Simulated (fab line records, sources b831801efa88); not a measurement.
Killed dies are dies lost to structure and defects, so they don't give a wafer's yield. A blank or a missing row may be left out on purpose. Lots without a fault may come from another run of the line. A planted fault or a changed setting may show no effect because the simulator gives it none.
fab line records | flow sky130
record lots=5 wafers=15 last_day=50
route steps=708 shown FIELD_ISO@25 NWELL@32
lots that met no fault: from a run of the same line without faults
start_h: hours from the record's first day to the start of the lot's first wafer shown | wait_h: hours since the lot's step before | " the same as in the row above | L1.1+2: a row that stands for several wafers | - no value, or no start given | * or withheld: withheld | < > ~ a bound
route shown NAME@n: a module of which the file shows steps, and the number in the route of the first | usual: mean/standard deviation of fault-free wafers | same: alike in all rows | chamber/n: place in a boat | sites: the reading at each site | _std_site: their standard deviation | _edge_site: outer sites' mean less inner sites' | radius_mm: how far each site lies from the wafer's centre | mask NAME#n: copy n | behind: the tool/chamber that last shaped the wafer | hold: why the lot was held/for how many hours/how that ended | device: the transistor (n, p or np) that didn't switch | end of line: the same wafers' tests at the end of the route | a step without rows: its recipe alone | killed: dies lost to structure and defects at the first sort, not the wafer's yield | map: a wafer's dies, x killed, . not, _ none there
set.NAME: the setting as run; set.NAME@STEP: as run at that earlier step | model.NAME: the simulator's own value behind a step, which no gauge read
lots at some steps of the route; a table a step, a row a wafer
services: from which hour (start_h, from the record's first day; less than 0 if before it) a tool's chamber was out of use, for how many hours, and why
## steps
# step SKY_FIELD_ISO_CVD_24
# recipe material=SiO2 target_thk_nm=595 temp_c=650 sigma_open_frac=0.3 time_s=99.2 sih4_flow_sccm=60 pressure_mtorr=6
# columns lot.wafer tool chamber start_h wait_h
L078.1+4+6 hdpcvd-01 0,2,1 67.83 0.1
L082.1+4+5 hdpcvd-01 2,2,1 74.65 0.1
L081.1+3+6 hdpcvd-01 2,0,0 74.72 0.1
L085.1+3+4 hdpcvd-02 0,1,2 86.97 0.1
L097.1+5+6 hdpcvd-02 1,1,2 153.53 0.1
# step SKY_FIELD_ISO_THK_MEAS_25
# recipe reads=SiO2_of_FIELD_ISO_CVD_24
# usual FIELD_ISO_CVD_24_THK=594/6.9
# columns lot.wafer tool chamber start_h wait_h FIELD_ISO_CVD_24_THK[nm]
L078.1 film_metro-04 - 67.90 0.0 601
L078.4 " - " " 594
L078.6 " - " " 599
L082.1 film_metro-02 - 74.72 0.0 596
L082.4 " - " " 593
L082.5 " - " " 589
L081.1 film_metro-04 - 74.79 0.0 591
L081.3 " - " " 600
L081.6 " - " " 599
L085.1 film_metro-04 - 87.04 0.0 583
L085.3 " - " " 590
L085.4 " - " " 594
L097.1 film_metro-02 - 153.61 0.0 602
L097.5 " - " " 595
L097.6 " - " " 602
# step SKY_FIELD_ISO_ANNEAL_26
# recipe temp_c=1000 time_s=1800 ambient=N2
# usual tube_center_temp_C=999.99/0.081
# columns lot.wafer tool chamber start_h wait_h tube_center_temp_C
L078.1 furnace-01 0 67.96 0.1 999.91
L078.4 " 0 " " 999.95
L078.6 " 0 " " 999.87
L081.1 furnace-01 0 75.23 0.4 1000.1
L081.3 " 0 " " 999.83
L081.6 " 0 " " 1000.1
L082.1 furnace-01 0 75.23 0.5 999.89
L082.4 " 0 " " 1000.2
L082.5 " 0 " " 999.99
L085.1 furnace-01 0 88.44 1.4 999.99
L085.3 " 0 " " 1000
L085.4 " 0 " " 999.94
L097.1 furnace-01 0 153.67 0.1 1000.1
L097.5 " 0 " " 999.97
L097.6 " 0 " " 999.96
# step SKY_FIELD_ISO_CMP_27
# recipe stop_on=Si3N4 t_overpolish_s=16 down_force_psi=4 platen_rpm=60 target_thk_nm=457.8 pad_velocity_m_s=0.94248
# usual head_pressure_psi=3.999/0.0083 motor_current_A=11.5/1.1 overpolish_run_s=16.000/0.0082 time_to_endpoint_s=112/3.9
# columns lot.wafer tool chamber start_h wait_h head_pressure_psi motor_current_A overpolish_run_s time_to_endpoint_s
L078.4 cmp-02 2 69.51 0.1 4.000 9.7 15.995 111
L078.1 " 0 " " 4.018 12.3 15.995 118
L078.6 " 1 " " 4.010 12.3 15.978 113
L082.4 cmp-01 3 76.78 0.1 3.998 11.6 16.013 107
L082.1 " 0 " " 3.988 13.9 15.996 112
L082.5 " 2 " " 4.007 9.6 16.012 115
L081.1 cmp-01 3 77.08 0.3 3.991 11.6 15.994 103
L081.3 " 1 " " 4.001 11.1 16.012 111
L081.6 " 3 " " 4.006 11.6 16.004 103
L085.1 cmp-01 3 89.94 0.0 4.011 11.7 15.999 102
L085.4 " 0 " " 4.009 13.0 15.999 116
L085.3 " 2 " " 3.990 10.7 16.002 115
L097.1 cmp-01 1 155.17 0.0 3.986 11.7 15.998 114
L097.6 " 1 " " 4.002 11.3 16.002 107
L097.5 " 2 " " 3.985 10.1 15.999 114
# step SKY_FIELD_ISO_WET_ETCH_28
# recipe chemistry=dHF target_depth_nm=23.7 target=SiO2 dilution=10:1 temp_c=25 time_s=47
# columns lot.wafer tool chamber start_h wait_h
L078.1+4+6 wet_bench-04 0 69.76 0.1
L082.1+4+5 wet_bench-04 1 77.03 0.1
L081.1+3+6 wet_bench-01 1 77.33 0.2
L085.1+3+4 wet_bench-01 3 90.24 0.2
L097.1+5+6 wet_bench-03 1 155.47 0.2
# step SKY_FIELD_ISO_WET_ETCH_29
# recipe chemistry=H3PO4 target_depth_nm=160 target=Si3N4 temp_c=160 time_s=1825
# columns lot.wafer tool chamber start_h wait_h
L078.1+4+6 wet_bench-04 2 69.78 0.0
L082.1+4+5 wet_bench-04 0 77.05 0.0
L081.1+3+6 wet_bench-03 1 77.35 0.0
L085.1+3+4 wet_bench-03 1 90.26 0.0
L097.1+5+6 wet_bench-04 0 155.49 0.0
# step SKY_FIELD_ISO_WET_ETCH_30
# recipe chemistry=dHF target_depth_nm=25 target=SiO2 dilution=10:1 temp_c=25 time_s=50
# columns lot.wafer tool chamber start_h wait_h
L078.1+4+6 wet_bench-03 2 70.29 0.0
L082.1+4+5 wet_bench-01 3 77.56 0.0
L081.1+3+6 wet_bench-01 2 77.86 0.0
L085.1+3+4 wet_bench-04 1 90.78 0.0
L097.1+5+6 wet_bench-03 0 156.00 0.0
# step SKY_NWELL_CLEAN_00
# recipe chemistry=SC1/SC2 mix=1:4:20 temp_c=70 time_s=150 dry=n2_spin
# columns lot.wafer tool chamber start_h wait_h
L078.1+4+6 wet_bench-04 3 70.32 0.0
L082.1+4+5 wet_bench-04 1 77.59 0.0
L081.1+3+6 wet_bench-04 1 77.89 0.0
L085.1+3+4 wet_bench-01 2 90.80 0.0
L097.1+5+6 wet_bench-01 2 156.02 0.0
## services
# columns tool chamber start_h hours kind
cmp-01 - 64.00 4.0 pm
hdpcvd-02 - 66.75 15.0 pm
hdpcvd-02 0 66.75 15.0 vent_cycle
hdpcvd-02 1 66.75 15.0 vent_cycle
hdpcvd-02 2 66.75 15.0 vent_cycle
cmp-01 - 68.00 - consumable_replace:conditioner
cmp-01 - 68.00 - consumable_replace:pad
cmp-02 - 75.62 4.4 pm
hdpcvd-02 0 81.75 - clean
hdpcvd-02 1 81.75 - clean
hdpcvd-02 2 81.75 - clean
cmp-02 - 86.96 0.8 repair
cmp-01 - 96.23 0.6 repair
cmp-02 - 99.29 0.8 repair
wet_bench-01 - 104.57 1.5 repair
## key
fault none
